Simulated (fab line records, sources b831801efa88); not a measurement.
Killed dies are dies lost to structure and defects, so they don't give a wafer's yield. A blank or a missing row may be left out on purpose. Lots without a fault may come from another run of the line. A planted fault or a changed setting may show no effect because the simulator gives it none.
A struck lot beside a sound one | flow gf180mcu | 20 steps out of a route of 602
Sound: wafers L553.1, L553.5, L553.6. Struck: wafer L557.3. (L557.1, L557.2 of the same lot were not struck and are left out.) The cause comes at the end.
At each step with rows: each side's tool, then ch and its chambers, then its first start. Under that, the readings that differ: sound wafers | struck wafers | difference of the means | sigmas: that difference in standard deviations of wafers without a fault.
alike: readings whose means differ by less than 2 such deviations, and words and numbers that are the same on both sides. not compared: withheld readings, readings that some wafer has no value for, bounds like >300 that may hide the same value, and numbers for which the record gives no deviation and whose values overlap.
The two part at a step that has a row with sigmas, a row that says differs or no value, or rows on one side only. Numbers that don't overlap but have no deviation are shown without sigmas and don't part them. A reading that every wafer of one side lacks parts them only if that side has two wafers or more.

first, 1 step without rows for these wafers: GF_V1_CVD_00 (deposits SiO2, target thk 600 nm, time 100 s).
GF_V1_THK_MEAS_01:
  sound on film_metro-04, day 18 16:23; struck on film_metro-04, day 20 02:59
  alike: V1_CVD_00_THK
GF_V1_CVD_02: deposits SiO2 from TEOS, target thk 850 nm, time 94.851 s.
  sound on pecvd-04 ch 0,1,2, day 18 16:27; struck on pecvd-01 ch 0, day 20 03:03
  alike: heater_power_w
GF_V1_THK_MEAS_03:
  sound on film_metro-02, day 18 16:31; struck on film_metro-02, day 20 03:07
  alike: V1_CVD_02_THK
GF_V1_CMP_04: polishes SiO2.
  sound on cmp-02 ch 0,1, day 18 16:38; struck on cmp-02 ch 3, day 20 03:11
  alike: motor_current_A, time_to_endpoint_s
GF_V1_BOW_MEAS_05:
  sound on film_metro-04, day 18 16:53; struck on film_metro-01, day 20 03:29
  alike: V1_BOW
then, 6 steps without rows for these wafers: GF_V1_DEHYDRATE_06 (time 60 s); GF_V1_HMDS_07 (prime time 60 s); GF_V1_COAT_08; GF_V1_COAT_09 (resist thk 1000 nm); GF_V1_SOFTBAKE_10 (time 60 s); GF_V1_EXPOSE_11 (exposes mask Via1, target cd 260 nm).
GF_V1_PEB_12: peb time 90 s.
  sound on litho_track-03 ch 0, day 19 17:09; struck on litho_track-03 ch 0, day 21 02:42
then, 1 step without rows for these wafers: GF_V1_DEVELOP_13 (develop time 60 s).
GF_V1_CD_MEAS_14: target cd 260 nm.
  sound on cd_sem-02, day 19 17:30; struck on cd_sem-02, day 21 03:03
  reading    | sound             | struck | difference | sigmas
  cd_nm (nm) | 260.9 260.1 260.3 | 264.1  | +3.7       | +3
GF_V1_OVL_MEAS_15:
  sound on overlay-01, day 19 17:37; struck on overlay-02, day 21 03:10
  alike: V1_OVL
GF_V1_ETCH_16: etches BARC in N2/H2.
  sound on rie_diel-04 ch 1,2,3, day 19 17:39; struck on rie_diel-01 ch 3, day 21 03:12
  reading                     | sound             | struck | difference | sigmas
  drypump_motor_current_A (A) | 5.7 6.7 5.6       | 5.0    | -1.0       | -2
  oes_product_au (a.u.)       | 0.851 0.857 0.858 | 0.865  | +0.010     | +2
  model.V1.cd_nm (nm)         | 261.7 260.9 260.6 | 264.1  | +3.0       |
  alike: bias_w, chamber_pressure_mTorr, throttle_valve_pct
GF_V1_ETCH_17: etches SiO2 in C4F8/O2/Ar, stops on TiN, target depth 630 nm.
  sound on rie_diel-04 ch 1,2,3; struck on rie_diel-01 ch 3
  reading             | sound             | struck | difference | sigmas
  model.V1.cd_nm (nm) | 261.5 261.5 260.1 | 263.2  | +2.2       |
  alike: bias_w, chamber_pressure_mTorr, oes_product_au
GF_V1_STRIP_18: strips in O2/N2.
  sound on plasma_asher-04 ch 0,1, day 19 17:47; struck on plasma_asher-03 ch 1, day 21 03:20
  alike: chamber_pressure_mTorr, drypump_motor_current_A, heater_power_w, oes_product_au
  not compared: rf_hours_counter_h
-- the record jumps here: 10 days lie between the struck wafers' starts before and after (it left off in module V1 and takes up again in module PASSIVATION, whose first step shown is number 602 of the route) --
GF_PASSIVATION_PROBE_99:
  the record has rows for the struck wafers here (prober-01, day 31 06:55) and none for the sound ones

WHERE THEY PART
First at GF_V1_CD_MEAS_14; last, within this record, at GF_PASSIVATION_PROBE_99.

WHY: what the simulator had put in
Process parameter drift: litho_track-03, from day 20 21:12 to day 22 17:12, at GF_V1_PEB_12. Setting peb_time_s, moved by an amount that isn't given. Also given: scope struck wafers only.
